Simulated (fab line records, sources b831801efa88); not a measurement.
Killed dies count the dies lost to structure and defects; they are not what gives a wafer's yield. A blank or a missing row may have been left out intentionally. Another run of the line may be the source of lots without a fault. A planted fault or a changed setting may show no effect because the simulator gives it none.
Problem report, 8D (eight disciplines) form, completed by code	flow gf180mcu	the parts of the form that need people (team, actions taken, sign-off) are left out

## 1. PROBLEM STATEMENT
Wafers free of any fault read -0.7 nm (standard deviation 1.4) for HV_LDD_03_OVL at GF_HV_LDD_OVL_MEAS_47, against a mean of -108.8 nm on 12 wafers of 4 lots. That is -77 standard deviations from the usual mean.
First observed at day 16 16:07: wafer L609.3, on overlay-01. At this step, 39 wafers from 13 lots have a number in the record. By rule, "out" or "out of limits" means more than 4 standard deviations away from the usual mean. All remaining wafers that have a number are taken as sound.

## 2. WHAT IT IS, AND WHAT IT ISN'T
question	is	is not
which readings at this step	HV_LDD_03_OVL	-
which lots	L609, L610, L611, L612	L598, L600, L601, L602, L604, L606, L618, L619, L620
which wafers of those lots	all that have a number	-
read on which gauges	overlay-01, overlay-02	-
when	from day 16 16:07	up to then (18 sound wafers); but 9 sound wafers of L618, L619, L620 came after

## 3. SUSPECTS, AND WHAT RULES EACH OUT
Counting: a tool at any process step up to the reading remains a suspect when it ran all the lots that are out and ran no sound lot after the first of those.
- the gauge at GF_HV_LDD_OVL_MEAS_47: ruled out. Those wafers that are out were read across 2 gauges (overlay-01, overlay-02).
- iline-stepper-02 at GF_HV_LDD_EXPOSE_43 (exposes mask Pplus HV AREA, target cd 400 nm): kept. All lots that are out passed through it, beginning with L609 at day 16 04:51, and no sound lot followed; its final sound lot before that point was L604 at day 14 08:34.
The count leaves iline-stepper-02 at GF_HV_LDD_EXPOSE_43.

## 4. THE CAUSE (what the simulator had put in)
Scanner matching overlay: iline-stepper-02, from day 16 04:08 on, at GF_HV_LDD_EXPOSE_43. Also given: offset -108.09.
This tool alone remained once counting was done.

## 5. THE CHAIN OF EFFECTS, in route order
Rows list readings where the struck wafers' mean (over those with a number) sits beyond 3 standard deviations from the usual. Only readings for which the record gives a usual standard deviation are gone through. hours: the time from each lot's start at the first step in this table that gives one to its start at this step, as a median over the lots. sigmas: the change in usual standard deviations.
hours	step	reading	usual	on struck wafers	change	sigmas
0	GF_HV_LDD_OVL_MEAS_47	HV_LDD_03_OVL	-0.7 nm	-108.8	-108.1	-77
Later measuring or inspecting steps at which every struck wafer that the step has a row for has a number for every such reading, and none has moved that far: GF_PSD_CD_MEAS_07.

## 6. HOW IT WOULD HAVE BEEN CAUGHT EARLIER
The first out-of-limits reading at a measuring or inspecting step in this record came at day 16 16:07, 12 hours after the fault's start at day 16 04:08.
Lots out: 4; of these, L611, L612 started GF_HV_LDD_EXPOSE_43 on iline-stepper-02 after day 16 16:07. A hold on the tool at that time would have spared those 2.
